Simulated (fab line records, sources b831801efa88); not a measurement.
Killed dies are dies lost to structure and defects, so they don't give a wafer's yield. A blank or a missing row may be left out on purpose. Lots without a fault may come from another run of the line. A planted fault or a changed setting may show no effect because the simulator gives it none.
fab line records | flow gf180mcu
record lots=12 wafers=36 last_day=34
route steps=602 shown HV_LDD@202 CONTACT@305 M1@320
lots that met no fault: from a run of the same line without faults
start_h: hours from the record's first day to the start of the lot's first wafer shown | wait_h: hours since the lot's step before | " the same as in the row above | L1.1+2: a row that stands for several wafers | - no value, or no start given | * or withheld: withheld | < > ~ a bound
route shown NAME@n: a module of which the file shows steps, and the number in the route of the first | usual: mean/standard deviation of fault-free wafers | same: alike in all rows | chamber/n: place in a boat | sites: the reading at each site | _std_site: their standard deviation | _edge_site: outer sites' mean less inner sites' | radius_mm: how far each site lies from the wafer's centre | mask NAME#n: copy n | behind: the tool/chamber that last shaped the wafer | hold: why the lot was held/for how many hours/how that ended | device: the transistor (n, p or np) that didn't switch | end of line: the same wafers' tests at the end of the route | a step without rows: its recipe alone | killed: dies lost to structure and defects at the first sort, not the wafer's yield | map: a wafer's dies, x killed, . not, _ none there
set.NAME: the setting as run; set.NAME@STEP: as run at that earlier step | model.NAME: the simulator's own value behind a step, which no gauge read
steps of the route over a sample of lots; a table a step, a row a wafer
services: from which hour (start_h, from the record's first day; less than 0 if before it) a tool's chamber was out of use, for how many hours, and why
## steps
# step GF_HV_LDD_COAT_26
# recipe resist=NOVOLAK spin_rpm=3000 resist_thk_nm=1000
# usual spin_speed_rpm=3000.2/2.1
# columns lot.wafer tool chamber start_h wait_h spin_speed_rpm
L738.1 litho_track-03 0 248.75 0.1 3004.8
L738.4 " 0 " " 3001.0
L738.5 " 0 " " 3002.1
L740.3 litho_track-02 0 256.48 0.1 2997.5
L740.4 " 0 " " 2998.9
L740.6 " 0 " " 2998.7
L739.1 litho_track-04 0 256.55 0.1 3000.2
L739.5 " 0 " " 2999.9
L739.6 " 0 " " 2997.9
L748.1 litho_track-02 0 324.53 0.1 3000.7
L748.3 " 0 " " 2999.4
L748.6 " 0 " " 3001.1
L749.2 litho_track-04 0 332.57 0.1 3002.7
L749.4 " 0 " " 2998.0
L749.6 " 0 " " 3002.4
L751.1 litho_track-04 0 344.40 0.1 2996.2
L751.2 " 0 " " 3000.4
L751.3 " 0 " " 2998.1
L752.3 litho_track-02 0 348.18 0.1 3000.5
L752.4 " 0 " " 3000.7
L752.6 " 0 " " 2997.9
L753.1 litho_track-02 0 361.38 0.1 2999.3
L753.3 " 0 " " 3000.8
L753.5 " 0 " " 3002.4
L754.1 litho_track-04 0 368.65 0.1 3089.4
L754.3 " 0 " " 3092.9
L754.6 " 0 " " 3089.0
L755.3 litho_track-03 0 377.90 0.1 3002.5
L755.4 " 0 " " 3000.1
L755.5 " 0 " " 2999.1
L756.3 litho_track-04 0 380.65 0.1 3088.4
L756.4 " 0 " " 3089.5
L756.6 " 0 " " 3092.3
L761.1 litho_track-03 0 418.84 0.1 2998.8
L761.2 " 0 " " 3002.3
L761.4 " 0 " " 3000.9
# step GF_HV_LDD_STRIP_37
# recipe chemistry=O2/N2 power_w=1400 pressure_mtorr=1500 platen_temp_c=250 o2_flow_sccm=3000 n2_flow_sccm=300 overash_fraction=0.5
# usual drypump_motor_current_A=5.8/0.41 heater_power_w=336/30 n2_flow_sccm=300.0/0.95 oes_product_au=0.717/0.0046 strip_time_to_endpoint_s=12.65/0.033
# columns lot.wafer tool chamber start_h wait_h drypump_motor_current_A heater_power_w n2_flow_sccm oes_product_au rf_hours_counter_h strip_time_to_endpoint_s
L738.1 plasma_asher-02 0 259.11 0.1 5.2 315 298.6 0.717 16 12.67
L738.4 " 0 " " 5.2 318 299.6 0.712 - 12.68
L738.5 " 1 " " 6.0 306 300.2 0.723 - 12.67
L740.3 plasma_asher-03 1 266.37 0.1 5.5 312 300.4 0.717 - 12.64
L740.4 " 0 " " 6.0 342 300.0 0.717 - 12.61
L740.6 " 0 " " 5.9 341 299.0 0.713 - 12.64
L739.1 plasma_asher-01 1 266.64 0.1 6.6 336 300.7 0.729 59 12.70
L739.5 " 1 " " 6.7 345 301.8 0.714 - 12.67
L739.6 " 0 " " 5.8 408 299.8 0.725 - 12.65
L748.1 plasma_asher-02 1 336.34 0.1 5.9 314 300.2 0.720 24 12.67
L748.3 " 1 " " 5.9 308 299.9 0.721 - 12.63
L748.6 " 1 " " 5.9 308 299.2 0.712 - 12.66
L749.2 plasma_asher-01 1 344.19 0.1 6.6 340 299.2 0.722 67 12.70
L749.4 " 1 " " 6.6 340 299.7 0.721 - 12.65
L749.6 " 0 " " 5.8 411 299.8 0.719 - 12.66
L751.1 plasma_asher-03 0 356.15 0.1 5.9 341 300.6 0.715 73 12.67
L751.2 " 1 " " 5.5 321 300.0 0.712 73 12.62
L751.3 " 0 " " 5.9 350 300.6 0.714 - 12.65
L752.3 plasma_asher-02 1 360.34 0.1 5.9 306 300.4 0.714 - 12.63
L752.4 " 0 " " 5.2 321 301.0 0.717 - 12.66
L752.6 " 1 " " 5.9 303 301.9 0.706 - 12.71
L753.1 plasma_asher-03 0 373.19 0.1 6.0 344 298.6 0.727 75 12.63
L753.3 " 0 " " 6.0 339 299.0 0.713 - 12.60
L753.5 " 0 " " 6.0 347 298.3 0.717 - 12.61
L754.1 plasma_asher-02 0 380.99 0.1 5.2 332 301.5 0.715 28 12.47
L754.3 " 1 " " 6.0 310 302.3 0.719 - 12.48
L754.6 " 0 " " 5.2 321 301.0 0.724 - 12.50
L755.3 plasma_asher-01 0 390.28 0.1 5.8 420 298.8 0.717 - 12.67
L755.4 " 1 " " 6.6 333 301.8 0.715 - 12.69
L755.5 " 0 " " 5.8 424 297.4 0.713 - 12.63
L756.3 plasma_asher-02 1 392.79 0.1 6.0 305 299.5 0.715 - 12.47
L756.4 " 0 " " 5.2 336 300.5 0.717 - 12.49
L756.6 " 1 " " 5.9 305 299.5 0.715 - 12.47
L761.1 plasma_asher-02 0 432.05 0.1 5.2 326 300.3 0.714 33 12.69
L761.2 " 1 " " 6.0 304 298.2 0.709 33 12.65
L761.4 " 1 " " 5.9 309 300.2 0.714 - 12.66
# step GF_CONTACT_STRIP_18
# recipe chemistry=O2/N2 power_w=1400 pressure_mtorr=1500 platen_temp_c=250 o2_flow_sccm=3000 n2_flow_sccm=300 overash_fraction=0.5
# usual drypump_motor_current_A=6.0/0.47 heater_power_w=358/37 n2_flow_sccm=299.9/0.88 oes_product_au=0.580/0.0051
# columns lot.wafer tool chamber start_h wait_h drypump_motor_current_A heater_power_w n2_flow_sccm oes_product_au rf_hours_counter_h
L738.1 plasma_asher-01 1 369.11 - 6.6 332 299.0 0.571 69
L738.4 " 0 " " 5.8 412 300.8 0.578 -
L738.5 " 1 " " 6.6 331 299.0 0.575 -
L740.3 plasma_asher-01 1 377.55 - 6.6 334 300.0 0.579 -
L740.4 " 0 " " 5.8 413 299.3 0.580 -
L740.6 " 0 " " 5.8 407 300.0 0.577 -
L739.1 plasma_asher-03 0 379.97 - 6.0 346 299.8 0.579 76
L739.5 " 1 " " 5.5 316 300.0 0.584 -
L739.6 " 0 " " 6.0 340 299.5 0.585 -
L748.1 plasma_asher-01 0 460.07 - 5.8 415 300.0 0.565 3
L748.3 " 1 " " 6.6 357 297.9 0.576 -
L748.6 " 1 " " 6.6 365 299.8 0.581 -
L749.2 plasma_asher-02 0 467.91 - 5.2 329 299.9 0.581 37
L749.4 " 0 " " 5.2 326 298.7 0.577 -
L749.6 " 1 " " 6.0 305 300.2 0.567 -
L751.1 plasma_asher-02 1 481.07 - 6.0 309 301.6 0.581 39
L751.2 " 0 " " 5.2 334 300.5 0.571 39
L751.3 " 1 " " 6.0 313 300.6 0.579 -
L752.3 plasma_asher-02 0 484.78 - 5.2 331 299.5 0.572 -
L752.4 " 1 " " 5.9 311 300.6 0.576 -
L752.6 " 1 " " 5.9 315 299.7 0.566 -
L753.1 plasma_asher-01 0 497.41 - 5.8 403 300.0 0.586 7
L753.3 " 0 " " 5.8 400 300.0 0.581 -
L753.5 " 0 " " 5.8 407 298.0 0.581 -
L754.1 plasma_asher-01 1 504.41 - 6.6 356 300.8 0.578 8
L754.3 " 1 " " 6.6 364 300.8 0.573 -
L754.6 " 0 " " 5.8 407 299.4 0.572 -
L755.3 plasma_asher-01 1 515.28 - 6.7 361 301.2 0.580 -
L755.4 " 0 " " 5.8 408 298.7 0.574 -
L755.5 " 0 " " 5.8 413 298.9 0.580 -
L756.3 plasma_asher-01 0 520.25 - 5.8 404 298.3 0.577 -
L756.4 " 1 " " 6.6 358 299.5 0.575 -
L756.6 " 0 " " 5.8 415 299.6 0.576 -
L761.1 plasma_asher-02 1 557.16 - 6.0 307 300.4 0.589 46
L761.2 " 0 " " 5.2 335 301.4 0.576 46
L761.4 " 1 " " 5.9 302 299.3 0.569 -
# step GF_CONTACT_THK_MEAS_26
# recipe thk_meas_gauge=xrf reads=W_of_CONTACT_CVD_24
# usual CONTACT_W_THK=286/3.7
# columns lot.wafer tool chamber start_h wait_h CONTACT_W_THK[nm]
L738.1 film_metro-02 - 369.76 0.1 285
L738.4 " - " " 285
L738.5 " - " " 287
L740.3 film_metro-01 - 378.17 0.1 290
L740.4 " - " " 284
L740.6 " - " " 288
L739.1 film_metro-01 - 380.59 0.1 290
L739.5 " - " " 288
L739.6 " - " " 286
L748.1 film_metro-04 - 460.70 0.1 288
L748.3 " - " " 290
L748.6 " - " " 291
L749.2 film_metro-01 - 468.64 0.1 293
L749.4 " - " " 294
L749.6 " - " " 299
L751.1 film_metro-04 - 481.69 0.1 285
L751.2 " - " " 288
L751.3 " - " " 285
L752.3 film_metro-01 - 485.40 0.1 290
L752.4 " - " " 287
L752.6 " - " " 289
L753.1 film_metro-02 - 498.08 0.1 280
L753.3 " - " " 284
L753.5 " - " " 285
L754.1 film_metro-02 - 505.04 0.1 284
L754.3 " - " " 285
L754.6 " - " " 286
L755.3 film_metro-02 - 515.98 0.1 286
L755.4 " - " " 289
L755.5 " - " " 288
L756.3 film_metro-02 - 520.85 0.1 282
L756.4 " - " " 285
L756.6 " - " " 286
L761.1 film_metro-04 - 557.78 0.1 286
L761.2 " - " " 284
L761.4 " - " " 283
# step GF_M1_RS_MEAS_05
# recipe thk_meas_gauge=four-point-probe reads=TiN_of_M1_SPUTTER_04+Ti_of_M1_SPUTTER_03+AlCu_of_M1_SPUTTER_02+TiN_of_M1_SPUTTER_01+Ti_of_M1_SPUTTER_00
# usual M1_ALCU_RS=0.0697/0.00087
# columns lot.wafer tool chamber start_h wait_h M1_ALCU_RS[ohm/sq]
L738.1 film_metro-02 - 370.34 0.0 0.0691
L738.4 " - " " 0.0691
L738.5 " - " " 0.0695
L740.3 film_metro-01 - 378.99 0.1 0.0696
L740.4 " - " " 0.0695
L740.6 " - " " 0.0690
L739.1 film_metro-01 - 381.17 0.0 0.0696
L739.5 " - " " 0.0698
L739.6 " - " " 0.0715
L748.1 film_metro-02 - 461.28 0.0 0.0698
L748.3 " - " " 0.0709
L748.6 " - " " 0.0704
L749.2 film_metro-01 - 469.25 0.0 0.0689
L749.4 " - " " 0.0693
L749.6 " - " " 0.0689
L751.1 film_metro-03 - 482.27 0.0 0.0708
L751.2 " - " " 0.0704
L751.3 " - " " 0.0705
L752.3 film_metro-03 - 486.00 0.1 0.0697
L752.4 " - " " 0.0699
L752.6 " - " " 0.0698
L753.1 film_metro-02 - 498.77 0.0 0.0709
L753.3 " - " " 0.0709
L753.5 " - " " 0.0709
L754.1 film_metro-03 - 505.62 0.0 0.0697
L754.3 " - " " 0.0697
L754.6 " - " " 0.0681
L755.3 film_metro-03 - 516.58 0.1 0.0688
L755.4 " - " " 0.0686
L755.5 " - " " 0.0687
L756.3 film_metro-03 - 521.45 0.1 0.0695
L756.4 " - " " 0.0699
L756.6 " - " " 0.0706
L761.1 film_metro-03 - 558.36 0.0 0.0709
L761.2 " - " " 0.0700
L761.4 " - " " 0.0707
## services
# columns tool chamber start_h hours kind
plasma_asher-02 - 236.46 3.6 repair
plasma_asher-01 - 256.53 1.6 repair
plasma_asher-01 - 268.68 0.6 repair
litho_track-02 - 277.46 - consumable_replace:filter
plasma_asher-01 - 293.53 2.8 pm
plasma_asher-02 - 301.96 2.8 pm
litho_track-02 - 340.12 - consumable_replace:filter
plasma_asher-02 - 399.65 2.5 repair
plasma_asher-01 - 421.34 9.0 pm
plasma_asher-01 0 421.34 9.0 vent_cycle
plasma_asher-01 1 421.34 9.0 vent_cycle
plasma_asher-01 - 423.25 1.6 repair
plasma_asher-01 0 430.34 - clean
plasma_asher-01 1 430.34 - clean
plasma_asher-03 - 441.67 1.2 repair
## key
first_sign step=GF_HV_LDD_COAT_26 reading=spin_speed_rpm direction=up sigmas=44 usual=* struck=*
effect step=GF_HV_LDD_STRIP_37 reading=strip_time_to_endpoint_s direction=down sigmas=5.3 usual=* struck=*
met_at GF_HV_LDD_COAT_26
struck_lots L754,L756
tester_left_out L754,L756
not_acting_at GF_CONTACT_STRIP_18,GF_CONTACT_THK_MEAS_26,GF_M1_RS_MEAS_05
onset_between 344.40 368.65
fault kind=process_parameter_drift tool=litho_track-04 chamber=- onset_h=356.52 steps=GF_HV_LDD_COAT_26 channel=spin_rpm offset=* shape=step end_h=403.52 acts_in=* stated=*
# tester_left_out: of these lots the tester's yield and bins aren't shown, on N5 and GAA mostly nor the transistor test; their killed dies are dies lost to structure and defects alone, not to doping, threshold or leakage, so they don't give the yield
